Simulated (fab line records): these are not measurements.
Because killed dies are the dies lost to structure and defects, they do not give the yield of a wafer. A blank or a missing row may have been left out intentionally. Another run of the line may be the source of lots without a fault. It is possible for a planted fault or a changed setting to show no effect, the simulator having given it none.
Which tool did it? ; flow sky130 ; Sampling: 14 lots, 42 wafers, 2 of 708 route steps

== WHAT THE GAUGES SHOWED, per wafer ==
No reading from a measuring or inspecting step in the record can be judged against a usual standard deviation.

== TOOL THAT RAN EACH LOT (tool first, then ch and the chambers of the sampled wafers, then the start) ==
lot;SKY_VIA4_CMP_21;SKY_PAD_OPEN_PROBE_99
L988;cmp-01 ch 1,2, day 42 10:50;prober-02, day 45 08:13
L989;cmp-01 ch 2,3, day 42 21:10;prober-01, day 45 17:05
L990;cmp-02 ch 1,2,3, day 43 01:25;prober-02, day 45 20:10
L993;cmp-01 ch 0,3, day 44 02:31;-
L994;cmp-02 ch 0,1,2, day 44 06:41;prober-02, day 46 23:00
L995;cmp-01 ch 1,2, day 44 19:05;-
L996;cmp-02 ch 0,1, day 45 19:04;prober-02, day 48 09:47
L997;cmp-02 ch 1,3, day 45 20:25;prober-01, day 48 10:22
L100;cmp-02 ch 0,1,2, day 46 02:17;prober-02, day 48 16:14
L101;cmp-01 ch 2,3, day 46 07:38;-
L103;cmp-01 ch 0,1,2, day 46 20:55;prober-01, day 49 06:42
L106;cmp-01 ch 0,1,3, day 47 11:49;-
L108;cmp-02 ch 1,2,3, day 48 03:17;-
L109;cmp-02 ch 0,1,3, day 48 04:37;-
- SKY_VIA4_CMP_21: polishes, stops on SiO2, t overpolish 25 s, target thk 0 nm.
- SKY_PAD_OPEN_PROBE_99

== AS READ BY THE TOOLS THEMSELVES (means over the sampled wafers that have a number; for cases with no such wafer, the mark the record gives instead) ==
SKY_VIA4_CMP_21.
lot;tool;motor_current_A (A);overpolish_run_s (s);time_to_endpoint_s (s)
L988;cmp-01;10.6;24.994;122
L989;cmp-01;11.2;24.999;121
L990;cmp-02;11.5;25.003;126
L993;cmp-01;12.2;25.008;123
L994;cmp-02;11.6;25.001;123
L995;cmp-01;10.6;24.999;120
L996;cmp-02;11.0;24.988;125
L997;cmp-02;10.9;25.002;126
L100;cmp-02;11.6;25.002;126
L101;cmp-01;10.8;25.008;122
L103;cmp-01;11.7;26.185;117
L106;cmp-01;11.5;26.184;121
L108;cmp-02;11.5;24.990;123
L109;cmp-02;10.6;25.002;125

SKY_PAD_OPEN_PROBE_99.
lot;tool;defect_limited_yield (%);killed_at_M0_to_M3;killed_at_M4_up;killed_at_contacts;killed_at_front_end;killed_at_other;killed_dies;killed_open;killed_short;sort_bin_3_pad_short (%);sort_bin_5_function (%);sort_bin_6_memory (%);sort_n_pass;sort_yield_pct (%)
L988;prober-02;81.6;45;4.3;25;16;0.3;91;47;44;0.8;11.2;6.4;401;81.6
L989;prober-01;80.5;58;3.0;23;12;0.3;96;57;39;1.1;11.5;6.8;396;80.5
L990;prober-02;82.6;37;1.7;24;22;1.0;85;47;38;0.5;11.3;5.6;407;82.6
L994;prober-02;82.2;42;1.7;25;18;0.0;87;49;39;0.5;10.8;6.4;405;82.2
L996;prober-02;82.5;45;2.7;27;12;0.0;86;43;43;1.1;10.6;5.8;406;82.5
L997;prober-01;82.5;41;3.7;27;14;0.0;86;47;39;0.9;9.8;6.7;406;82.5
L100;prober-02;81.2;48;4.3;23;17;0.0;92;54;39;0.8;10.7;7.2;400;81.2
L103;prober-01;81.6;46;2.7;26;16;0.0;91;53;38;0.7;11.8;6.0;401;81.6

== THE ANSWER, worked out from the rows above alone ==
Rule: usual is defined by the lots themselves. Put in order of their means at a reading, lots are off if they are a third of the lots or fewer, leave a main group of 4 or more, and stand apart from it by a gap of 3 or more times the standard deviation of the main group's means; of several such gaps the widest counts. The tables above print the reading to a certain number of digits; a main group whose means all agree to those digits is not used. Also off: a lot with no number at a reading for which 4 or more lots have one. Any other lot the step has rows for is counted as sound. The gauges are gone through in route order, then the tools' own readings, and for those a lot's mean is taken as printed above. At the first step where some lot is off, the reading lying furthest off is the one used; lots without a number count as furthest.
Off: L103, L106, at SKY_VIA4_CMP_21 (overpolish_run_s). Main group: mean 25.000 s, sd 0.006.
If a tool, at that step or one of the process steps before it, ran each lot that is off and ran no sound lot following the first of them, it fits. One fits: cmp-01 at SKY_VIA4_CMP_21. Its last sound lot is L101 (day 46 07:38), its first lot that is off L103 (day 46 20:55): a fault that began between those two fits.
The tool's own readings at SKY_VIA4_CMP_21 bear it out: on the lots that are off they differ by more than 5 times the standard deviation of the sound lots' means. overpolish_run_s reads 26.184 s there against 25.000 s on the sound lots.

== WHAT WAS PUT IN BY THE SIMULATOR ==
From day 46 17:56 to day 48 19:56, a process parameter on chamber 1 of cmp-01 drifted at SKY_VIA4_CMP_21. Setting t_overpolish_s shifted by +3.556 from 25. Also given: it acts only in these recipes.
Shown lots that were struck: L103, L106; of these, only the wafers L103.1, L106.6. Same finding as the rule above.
